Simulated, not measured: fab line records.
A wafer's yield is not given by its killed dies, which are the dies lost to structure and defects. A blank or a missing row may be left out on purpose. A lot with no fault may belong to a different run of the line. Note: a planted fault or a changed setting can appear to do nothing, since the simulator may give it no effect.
fab line records	flow sky130
record lots=24	wafers=72	lastDay=50
route steps=708 shown CONTACT@409 VIA1@471 METAL2@498 VIA3@586 METAL4@601
lots that met no fault: from a run of the same line without faults
startH: hours from the record's first day to the start of the lot's first wafer shown	waitH: hours elapsed since this lot's preceding step	" same as the row above	L1.1+2: a single row standing in for several wafers	- value missing, or start not given	* or withheld: withheld	< > ~ a bound
route shown NAME@n: NAME is a module with steps in the file, n the number in the route of the first one	usual: mean/standard deviation taken from wafers without a fault	same: alike in all rows	chamber/n: place in a boat	sites: each site's reading	_std_site: standard deviation of those values	_edge_site: outer sites' mean less inner sites'	radiusMm: how far each site lies from the wafer's centre	mask NAME#n: copy n	behind: tool/chamber where the wafer was last shaped	hold: reason for holding the lot/hours on hold/outcome of the hold	device: names the non-switching transistor (n, p or np)	end of line: tests run on the same wafers once the route is complete	a step given without rows: its recipe and nothing more	killed: not the wafer's yield, but the dies lost to structure and defects at the first sort	map: a wafer's dies, marking killed ones x, the rest . and places with no die _
set.NAME: setting as actually run; set.NAME@STEP: the setting as run at that earlier step	model.NAME: the simulator's own value behind a step, which no gauge read
steps of the route over a sample of lots; a table a step, a row a wafer
services: when a tool's chamber went out of use (startH, in hours from the record's first day, below 0 if earlier), for how many hours, and the reason
## steps
# step SKY_CONTACT_THK_MEAS_03
# recipe reads=SiO2_of_CONTACT_HDPCVD_02
# usual CONTACT_HDPCVD_THK=563/6.6
lot.wafer	tool	chamber	startH	waitH	CONTACT_HDPCVD_THK[nm]
L074.2	filmMetro-03	-	699.42	0.0	570
L074.3	"	-	"	"	580
L074.4	"	-	"	"	573
L075.2	filmMetro-01	-	705.57	0.0	562
L075.4	"	-	"	"	555
L075.5	"	-	"	"	558
L076.3	filmMetro-03	-	716.46	0.1	571
L076.4	"	-	"	"	567
L076.6	"	-	"	"	566
L077.2	filmMetro-02	-	725.41	0.0	560
L077.3	"	-	"	"	549
L077.4	"	-	"	"	555
L078.2	filmMetro-02	-	736.98	0.1	564
L078.4	"	-	"	"	572
L078.6	"	-	"	"	565
L079.3	filmMetro-01	-	743.95	0.1	567
L079.5	"	-	"	"	560
L079.6	"	-	"	"	569
L081.2	filmMetro-03	-	755.58	0.0	571
L081.3	"	-	"	"	558
L081.5	"	-	"	"	564
L080.1	filmMetro-01	-	764.14	0.0	557
L080.2	"	-	"	"	558
L080.4	"	-	"	"	558
L082.1	filmMetro-01	-	768.31	0.0	561
L082.5	"	-	"	"	560
L082.6	"	-	"	"	550
L083.1	filmMetro-01	-	789.05	0.0	578
L083.3	"	-	"	"	566
L083.4	"	-	"	"	566
L084.1	filmMetro-03	-	808.21	0.0	569
L084.2	"	-	"	"	567
L084.6	"	-	"	"	565
L085.1	filmMetro-01	-	810.02	0.0	564
L085.3	"	-	"	"	565
L085.4	"	-	"	"	562
L086.1	filmMetro-03	-	813.67	0.0	567
L086.4	"	-	"	"	566
L086.6	"	-	"	"	564
L087.1	filmMetro-03	-	813.92	0.0	572
L087.5	"	-	"	"	566
L087.6	"	-	"	"	567
L088.1	filmMetro-01	-	821.28	0.0	568
L088.2	"	-	"	"	570
L088.4	"	-	"	"	564
L089.1	filmMetro-03	-	825.63	0.0	567
L089.2	"	-	"	"	563
L089.6	"	-	"	"	570
L090.3	filmMetro-03	-	827.10	0.1	565
L090.5	"	-	"	"	561
L090.6	"	-	"	"	562
L092.1	filmMetro-03	-	843.63	0.0	555
L092.4	"	-	"	"	562
L092.5	"	-	"	"	553
L091.2	filmMetro-03	-	844.55	0.0	564
L091.3	"	-	"	"	555
L091.5	"	-	"	"	550
L093.4	filmMetro-02	-	849.28	0.0	570
L093.5	"	-	"	"	562
L093.6	"	-	"	"	566
L094.1	filmMetro-02	-	856.39	0.0	569
L094.2	"	-	"	"	559
L094.5	"	-	"	"	567
L095.1	filmMetro-01	-	860.69	0.0	554
L095.4	"	-	"	"	554
L095.6	"	-	"	"	554
L096.2	filmMetro-02	-	864.96	0.0	565
L096.4	"	-	"	"	560
L096.5	"	-	"	"	565
L097.1	filmMetro-02	-	877.89	0.0	567
L097.2	"	-	"	"	564
L097.3	"	-	"	"	570
# step SKY_VIA1_OVL_MEAS_13
# usual VIA1_OVL=4/4.8
lot.wafer	tool	chamber	startH	waitH	VIA1_OVL[nm]
L074.2	overlay-02	-	785.13	0.1	-2
L074.3	"	-	"	"	4
L074.4	"	-	"	"	1
L075.2	overlay-02	-	790.48	0.1	-6
L075.4	"	-	"	"	-2
L075.5	"	-	"	"	-4
L076.3	overlay-02	-	800.75	0.1	-8
L076.4	"	-	"	"	-1
L076.6	"	-	"	"	-3
L077.2	overlay-02	-	808.22	0.1	2
L077.3	"	-	"	"	0
L077.4	"	-	"	"	8
L078.2	overlay-02	-	821.19	0.1	11
L078.4	"	-	"	"	14
L078.6	"	-	"	"	14
L079.3	overlay-01	-	827.94	0.1	-6
L079.5	"	-	"	"	-1
L079.6	"	-	"	"	0
L081.2	overlay-01	-	838.59	0.1	1
L081.3	"	-	"	"	12
L081.5	"	-	"	"	5
L080.1	overlay-01	-	846.14	0.1	3
L080.2	"	-	"	"	1
L080.4	"	-	"	"	-2
L082.1	overlay-02	-	851.34	0.1	4
L082.5	"	-	"	"	0
L082.6	"	-	"	"	-7
L083.1	overlay-02	-	871.41	0.1	5
L083.3	"	-	"	"	9
L083.4	"	-	"	"	3
L084.1	overlay-01	-	890.53	0.1	7
L084.2	"	-	"	"	2
L084.6	"	-	"	"	4
L085.1	overlay-01	-	892.16	0.1	1
L085.3	"	-	"	"	0
L085.4	"	-	"	"	4
L086.1	overlay-01	-	895.51	0.1	8
L086.4	"	-	"	"	5
L086.6	"	-	"	"	6
L087.1	overlay-02	-	896.43	0.1	2
L087.5	"	-	"	"	8
L087.6	"	-	"	"	4
L088.1	overlay-01	-	902.49	0.1	-1
L088.2	"	-	"	"	5
L088.4	"	-	"	"	3
L089.1	overlay-01	-	906.36	0.1	0
L089.2	"	-	"	"	0
L089.6	"	-	"	"	2
L090.3	overlay-01	-	908.67	0.1	6
L090.5	"	-	"	"	3
L090.6	"	-	"	"	-3
L092.1	overlay-01	-	924.59	0.1	11
L092.4	"	-	"	"	6
L092.5	"	-	"	"	7
L091.2	overlay-02	-	925.42	0.1	2
L091.3	"	-	"	"	9
L091.5	"	-	"	"	5
L093.4	overlay-01	-	929.26	0.1	9
L093.5	"	-	"	"	1
L093.6	"	-	"	"	2
L094.1	overlay-01	-	937.66	0.1	2
L094.2	"	-	"	"	4
L094.5	"	-	"	"	4
L095.1	overlay-01	-	941.99	0.1	7
L095.4	"	-	"	"	8
L095.6	"	-	"	"	13
L096.2	overlay-02	-	944.32	0.1	0
L096.4	"	-	"	"	4
L096.5	"	-	"	"	4
L097.1	overlay-02	-	956.69	0.1	17
L097.2	"	-	"	"	11
L097.3	"	-	"	"	6
# step SKY_VIA1_STRIP_16
# recipe chemistry=O2/N2	powerW=1400	pressureMtorr=1500	platenTempC=withheld	o2FlowSccm=3000	n2FlowSccm=300	overashFraction=0.5
# usual drypumpMotorCurrentA=5.7/0.34	oesProductAu=0.415/0.0052	stripTimeToEndpointS=4.44/0.032
# same overashFraction=0.5
lot.wafer	tool	chamber	startH	waitH	drypumpMotorCurrentA	oesProductAu	rfHoursCounterH	stripTimeToEndpointS
L074.2	plasmaAsher-03	0	785.25	0.0	5.6	0.416	32	4.48
L074.3	"	0	"	"	5.6	0.417	-	4.42
L074.4	"	1	"	"	5.2	0.420	-	4.47
L075.2	plasmaAsher-01	0	790.60	0.0	6.0	0.413	66	4.40
L075.4	"	0	"	"	6.0	0.421	-	4.43
L075.5	"	0	"	"	6.0	0.408	-	4.43
L076.3	plasmaAsher-04	0	800.89	0.1	6.2	0.409	-	4.45
L076.4	"	1	"	"	5.8	0.410	-	4.47
L076.6	"	1	"	"	5.8	0.423	-	4.51
L077.2	plasmaAsher-01	1	808.33	0.0	5.4	0.416	68	4.46
L077.3	"	0	"	"	6.0	0.419	-	4.42
L077.4	"	1	"	"	5.4	0.407	-	4.42
L078.2	plasmaAsher-04	1	821.31	0.0	5.8	0.424	7	4.47
L078.4	"	0	"	"	6.2	0.421	-	4.44
L078.6	"	1	"	"	5.8	0.409	-	4.44
L079.3	plasmaAsher-03	1	828.08	0.1	5.1	0.409	-	4.45
L079.5	"	1	"	"	5.1	0.420	-	4.44
L079.6	"	0	"	"	5.6	0.417	-	4.48
L081.2	plasmaAsher-01	1	838.71	0.0	5.4	0.406	71	4.39
L081.3	"	1	"	"	5.4	0.419	-	4.40
L081.5	"	0	"	"	6.0	0.421	-	4.40
L080.1	plasmaAsher-01	1	846.26	0.0	5.4	0.415	72	4.38
L080.2	"	0	"	"	6.0	0.416	72	4.39
L080.4	"	0	"	"	6.0	0.415	-	4.40
L082.1	plasmaAsher-03	1	851.46	0.0	5.2	0.418	39	4.46
L082.5	"	0	"	"	5.6	0.416	-	4.48
L082.6	"	1	"	"	5.1	0.414	-	4.43
L083.1	plasmaAsher-01	0	871.53	0.0	6.0	0.418	74	4.46
L083.3	"	1	"	"	5.4	0.417	-	4.46
L083.4	"	0	"	"	6.0	0.424	-	4.48
L084.1	plasmaAsher-04	1	890.65	0.0	5.8	0.417	14	4.42
L084.2	"	0	"	"	6.2	0.422	14	4.39
L084.6	"	0	"	"	6.2	0.420	-	4.41
L085.1	plasmaAsher-04	0	892.28	0.0	6.2	0.412	14	4.39
L085.3	"	0	"	"	6.2	0.408	-	4.44
L085.4	"	1	"	"	5.8	0.422	-	4.40
L086.1	plasmaAsher-01	1	895.63	0.0	5.4	0.412	77	4.45
L086.4	"	0	"	"	6.0	0.412	-	4.41
L086.6	"	0	"	"	6.0	0.407	-	4.43
L087.1	plasmaAsher-01	1	896.55	0.0	5.4	0.409	77	4.41
L087.5	"	0	"	"	6.0	0.407	-	4.40
L087.6	"	1	"	"	5.4	0.413	-	4.40
L088.1	plasmaAsher-03	1	902.61	0.0	5.1	0.418	44	4.41
L088.2	"	0	"	"	5.6	0.411	44	4.40
L088.4	"	1	"	"	5.1	0.399	-	4.40
L089.1	plasmaAsher-03	0	906.48	0.0	5.6	0.409	45	4.41
L089.2	"	1	"	"	5.2	0.410	45	4.44
L089.6	"	1	"	"	5.2	0.414	-	4.42
L090.3	plasmaAsher-03	1	908.82	0.1	5.1	0.426	-	4.50
L090.5	"	1	"	"	5.2	0.417	-	4.51
L090.6	"	0	"	"	5.6	0.416	-	4.43
L092.1	plasmaAsher-03	0	924.71	0.0	5.7	0.416	47	4.45
L092.4	"	1	"	"	5.2	0.415	-	4.42
L092.5	"	1	"	"	5.1	0.422	-	4.45
L091.2	plasmaAsher-04	1	925.53	0.0	5.8	0.415	18	4.43
L091.3	"	0	"	"	6.2	0.419	-	4.40
L091.5	"	0	"	"	6.2	0.418	-	4.40
L093.4	plasmaAsher-01	0	929.40	0.1	6.0	0.415	-	4.41
L093.5	"	0	"	"	6.0	0.423	-	4.44
L093.6	"	1	"	"	5.4	0.415	-	4.38
L094.1	plasmaAsher-01	1	937.78	0.0	5.4	0.415	81	4.43
L094.2	"	0	"	"	6.0	0.419	81	4.48
L094.5	"	0	"	"	6.0	0.417	-	4.49
L095.1	plasmaAsher-03	0	942.11	0.0	5.6	0.412	48	4.50
L095.4	"	1	"	"	5.2	0.416	-	4.43
L095.6	"	1	"	"	5.2	0.424	-	4.41
L096.2	plasmaAsher-01	1	944.43	0.0	5.4	0.413	82	4.44
L096.4	"	0	"	"	6.0	0.411	-	4.45
L096.5	"	0	"	"	6.0	0.417	-	4.49
L097.1	plasmaAsher-01	0	956.81	0.0	6.0	0.423	83	4.44
L097.2	"	1	"	"	5.4	0.417	83	4.47
L097.3	"	0	"	"	6.0	0.412	-	4.48
# step SKY_METAL2_CD_MEAS_15
# recipe targetCdNm=140
# usual cdNm=139.8/1.3
lot.wafer	tool	chamber	startH	waitH	cdNm
L074.2	cdSem-01	-	813.92	-	139.4
L074.3	"	-	"	"	139.0
L074.4	"	-	"	"	138.1
L075.2	cdSem-01	-	818.29	-	139.5
L075.4	"	-	"	"	138.1
L075.5	"	-	"	"	140.1
L076.3	cdSem-02	-	829.16	-	141.7
L076.4	"	-	"	"	142.5
L076.6	"	-	"	"	142.3
L077.2	cdSem-01	-	836.14	-	140.4
L077.3	"	-	"	"	139.2
L077.4	"	-	"	"	139.9
L078.2	cdSem-02	-	847.89	-	139.7
L078.4	"	-	"	"	139.4
L078.6	"	-	"	"	138.9
L079.3	cdSem-02	-	855.22	-	139.4
L079.5	"	-	"	"	140.7
L079.6	"	-	"	"	138.9
L081.2	cdSem-02	-	865.74	-	139.9
L081.3	"	-	"	"	139.4
L081.5	"	-	"	"	140.5
L080.1	cdSem-02	-	873.96	-	140.6
L080.2	"	-	"	"	140.2
L080.4	"	-	"	"	141.7
L082.1	cdSem-01	-	878.28	-	141.0
L082.5	"	-	"	"	140.8
L082.6	"	-	"	"	141.1
L083.1	cdSem-02	-	899.37	-	139.0
L083.3	"	-	"	"	139.8
L083.4	"	-	"	"	138.5
L084.1	cdSem-01	-	917.83	-	138.5
L084.2	"	-	"	"	139.2
L084.6	"	-	"	"	138.2
L085.1	cdSem-01	-	919.16	-	139.5
L085.3	"	-	"	"	140.3
L085.4	"	-	"	"	140.3
L086.1	cdSem-02	-	922.11	-	141.1
L086.4	"	-	"	"	141.0
L086.6	"	-	"	"	141.3
L087.1	cdSem-02	-	923.26	-	138.2
L087.5	"	-	"	"	140.0
L087.6	"	-	"	"	137.9
L088.1	cdSem-01	-	929.16	-	139.9
L088.2	"	-	"	"	140.7
L088.4	"	-	"	"	140.2
L089.1	cdSem-01	-	932.61	-	141.7
L089.2	"	-	"	"	141.2
L089.6	"	-	"	"	140.9
L090.3	cdSem-01	-	934.52	-	140.2
L090.5	"	-	"	"	141.4
L090.6	"	-	"	"	142.7
L092.1	cdSem-02	-	950.47	-	140.3
L092.4	"	-	"	"	139.6
L092.5	"	-	"	"	140.4
L091.2	cdSem-01	-	951.10	-	137.8
L091.3	"	-	"	"	137.5
L091.5	"	-	"	"	137.5
L093.4	cdSem-02	-	955.22	-	137.6
L093.5	"	-	"	"	137.2
L093.6	"	-	"	"	137.5
L094.1	cdSem-02	-	963.48	-	139.3
L094.2	"	-	"	"	138.2
L094.5	"	-	"	"	139.4
L095.1	cdSem-02	-	967.53	-	139.2
L095.4	"	-	"	"	139.4
L095.6	"	-	"	"	138.3
L096.2	cdSem-01	-	970.20	-	140.1
L096.4	"	-	"	"	140.3
L096.5	"	-	"	"	141.2
L097.1	cdSem-01	-	983.13	-	139.6
L097.2	"	-	"	"	140.2
L097.3	"	-	"	"	138.5
# step SKY_VIA3_OVL_MEAS_13
# usual VIA3_OVL=-6/5.6
lot.wafer	tool	chamber	startH	waitH	VIA3_OVL[nm]
L074.2	overlay-01	-	921.96	0.1	-6
L074.3	"	-	"	"	-16
L074.4	"	-	"	"	-6
L075.2	overlay-02	-	926.84	0.1	-5
L075.4	"	-	"	"	-5
L075.5	"	-	"	"	-2
L076.3	overlay-02	-	935.95	0.1	-9
L076.4	"	-	"	"	-5
L076.6	"	-	"	"	-4
L077.2	overlay-02	-	942.34	0.1	-3
L077.3	"	-	"	"	-6
L077.4	"	-	"	"	-4
L078.2	overlay-02	-	954.13	0.1	4
L078.4	"	-	"	"	3
L078.6	"	-	"	"	-5
L079.3	overlay-02	-	960.71	0.1	-11
L079.5	"	-	"	"	-7
L079.6	"	-	"	"	-13
L081.2	overlay-02	-	971.56	0.1	-3
L081.3	"	-	"	"	-2
L081.5	"	-	"	"	-11
L080.1	overlay-01	-	979.18	0.1	-3
L080.2	"	-	"	"	-1
L080.4	"	-	"	"	1
L082.1	overlay-01	-	984.20	0.1	-10
L082.5	"	-	"	"	-6
L082.6	"	-	"	"	-4
L083.1	overlay-01	-	1001.64	0.1	5
L083.3	"	-	"	"	-6
L083.4	"	-	"	"	2
L084.1	overlay-02	-	1018.69	0.1	-4
L084.2	"	-	"	"	3
L084.6	"	-	"	"	2
L085.1	overlay-02	-	1020.53	0.1	-10
L085.3	"	-	"	"	-8
L085.4	"	-	"	"	-16
L086.1	overlay-02	-	1022.89	0.1	-3
L086.4	"	-	"	"	-9
L086.6	"	-	"	"	-16
L087.1	overlay-02	-	1024.17	0.1	-8
L087.5	"	-	"	"	-8
L087.6	"	-	"	"	-15
L088.1	overlay-01	-	1030.00	0.1	-13
L088.2	"	-	"	"	-12
L088.4	"	-	"	"	-13
L089.1	overlay-01	-	1032.95	0.1	-2
L089.2	"	-	"	"	-6
L089.6	"	-	"	"	-7
L090.3	overlay-01	-	1034.30	0.1	-9
L090.5	"	-	"	"	-9
L090.6	"	-	"	"	-4
L092.1	overlay-02	-	1048.54	0.1	-6
L092.4	"	-	"	"	-16
L092.5	"	-	"	"	-6
L091.2	overlay-02	-	1049.43	0.1	-13
L091.3	"	-	"	"	-2
L091.5	"	-	"	"	-8
L093.4	overlay-02	-	1053.47	0.1	2
L093.5	"	-	"	"	0
L093.6	"	-	"	"	1
L094.1	overlay-01	-	1059.35	0.1	1
L094.2	"	-	"	"	-6
L094.5	"	-	"	"	1
L095.1	overlay-02	-	1064.13	0.1	-15
L095.4	"	-	"	"	-3
L095.6	"	-	"	"	-16
L096.2	overlay-02	-	1068.08	0.1	3
L096.4	"	-	"	"	-1
L096.5	"	-	"	"	-3
L097.1	overlay-02	-	1076.29	0.1	-11
L097.2	"	-	"	"	-8
L097.3	"	-	"	"	-9
# step SKY_METAL4_SPUTTER_03
# recipe material=Ti	targetThkNm=5	powerW=3000	timeS=3.3	chamberPressurePa=0.4
# usual chamberPressurePa=0.4001/0.0008	throttleValvePct=30.6/0.77
lot.wafer	tool	chamber	startH	waitH	chamberPressurePa	throttleValvePct
L074.2	pvdSputter-01	-	923.43	0.0	0.3991	31.2
L074.3	"	-	"	"	0.3999	29.8
L074.4	"	-	"	"	0.4006	30.1
L075.2	pvdSputter-01	-	928.32	0.0	0.3999	31.4
L075.4	"	-	"	"	0.3990	30.6
L075.5	"	-	"	"	0.4001	30.6
L076.3	pvdSputter-01	-	937.78	0.0	0.3999	29.9
L076.4	"	-	"	"	0.4007	30.4
L076.6	"	-	"	"	0.4005	29.8
L077.2	pvdSputter-01	-	943.95	0.0	0.4002	30.6
L077.3	"	-	"	"	0.4006	30.1
L077.4	"	-	"	"	0.4004	30.6
L078.2	pvdSputter-01	-	955.61	0.0	0.4000	30.0
L078.4	"	-	"	"	0.3996	30.3
L078.6	"	-	"	"	0.3992	30.4
L079.3	pvdSputter-04	-	962.20	0.0	0.4004	31.0
L079.5	"	-	"	"	0.4006	31.4
L079.6	"	-	"	"	0.3996	30.9
L081.2	pvdSputter-01	-	973.03	0.0	0.4004	30.5
L081.3	"	-	"	"	0.4005	30.5
L081.5	"	-	"	"	0.3993	30.5
L080.1	pvdSputter-03	-	980.67	0.0	0.3998	31.0
L080.2	"	-	"	"	0.3993	29.1
L080.4	"	-	"	"	0.4001	30.1
L082.1	pvdSputter-03	-	985.71	0.0	0.4003	29.2
L082.5	"	-	"	"	0.3995	31.6
L082.6	"	-	"	"	0.4004	31.0
L083.1	pvdSputter-01	-	1003.24	0.0	0.3999	30.3
L083.3	"	-	"	"	0.4001	30.3
L083.4	"	-	"	"	0.4005	29.6
L084.1	pvdSputter-04	-	1020.19	0.0	0.4014	31.1
L084.2	"	-	"	"	0.3999	32.0
L084.6	"	-	"	"	0.4002	30.9
L085.1	pvdSputter-03	-	1022.07	0.0	0.4000	31.0
L085.3	"	-	"	"	0.3994	29.8
L085.4	"	-	"	"	0.4007	29.2
L086.1	pvdSputter-03	-	1024.37	0.0	0.4008	29.7
L086.4	"	-	"	"	0.4013	31.7
L086.6	"	-	"	"	0.4001	28.9
L087.1	pvdSputter-03	-	1025.69	0.0	0.3985	31.0
L087.5	"	-	"	"	0.3982	31.0
L087.6	"	-	"	"	0.3995	28.7
L088.1	pvdSputter-04	-	1031.49	0.0	0.4005	31.2
L088.2	"	-	"	"	0.4012	31.9
L088.4	"	-	"	"	0.3993	30.7
L089.1	pvdSputter-01	-	1034.44	0.0	0.4014	30.4
L089.2	"	-	"	"	0.3998	30.0
L089.6	"	-	"	"	0.4011	30.4
L090.3	pvdSputter-01	-	1035.77	0.0	0.4003	31.5
L090.5	"	-	"	"	0.3989	30.5
L090.6	"	-	"	"	0.4005	29.8
L092.1	pvdSputter-03	-	1050.06	0.0	0.4018	30.8
L092.4	"	-	"	"	0.3994	29.6
L092.5	"	-	"	"	0.3985	29.0
L091.2	pvdSputter-01	-	1050.91	0.0	0.4008	30.5
L091.3	"	-	"	"	0.4020	31.4
L091.5	"	-	"	"	0.4006	30.3
L093.4	pvdSputter-01	-	1055.28	0.0	0.4008	30.2
L093.5	"	-	"	"	0.3997	30.3
L093.6	"	-	"	"	0.3990	30.9
L094.1	pvdSputter-04	-	1060.83	0.0	0.3996	31.7
L094.2	"	-	"	"	0.3994	31.6
L094.5	"	-	"	"	0.3990	31.9
L095.1	pvdSputter-04	-	1065.62	0.0	0.3998	31.1
L095.4	"	-	"	"	0.4000	32.0
L095.6	"	-	"	"	0.4007	31.1
L096.2	pvdSputter-01	-	1069.59	0.0	0.3999	31.5
L096.4	"	-	"	"	0.4005	30.5
L096.5	"	-	"	"	0.4011	30.2
L097.1	pvdSputter-04	-	1077.79	0.0	0.4009	31.6
L097.2	"	-	"	"	0.3993	31.5
L097.3	"	-	"	"	0.4001	30.6
## services
tool	chamber	startH	hours	kind
pvdSputter-03	-	803.80	0.9	repair
plasmaAsher-04	-	809.69	4.1	repair
plasmaAsher-04	-	815.51	2.8	pm
pvdSputter-01	3	832.59	-	consumableReplace:kit
pvdSputter-01	3	832.59	18.0	scheduledDown
pvdSputter-01	3	832.59	18.0	ventCycle
pvdSputter-01	-	888.99	3.3	repair
pvdSputter-01	-	899.16	1.0	repair
plasmaAsher-01	-	901.07	0.8	repair
plasmaAsher-01	-	912.26	4.3	pm
plasmaAsher-03	-	956.01	2.8	pm
plasmaAsher-04	-	959.73	1.6	repair
plasmaAsher-01	-	961.34	35.7	repair
pvdSputter-03	-	996.24	3.9	repair
plasmaAsher-04	-	999.11	3.3	repair
pvdSputter-01	-	1016.29	9.8	repair
plasmaAsher-03	-	1025.48	12.0	repair
pvdSputter-01	2	1048.18	-	consumableReplace:kit
pvdSputter-01	2	1048.18	18.0	scheduledDown
pvdSputter-01	2	1048.18	18.0	ventCycle
plasmaAsher-03	-	1065.08	4.2	repair
plasmaAsher-03	-	1065.79	6.9	repair
plasmaAsher-04	-	1066.93	3.0	repair
pvdSputter-04	-	1073.62	3.0	repair
## key
fault none
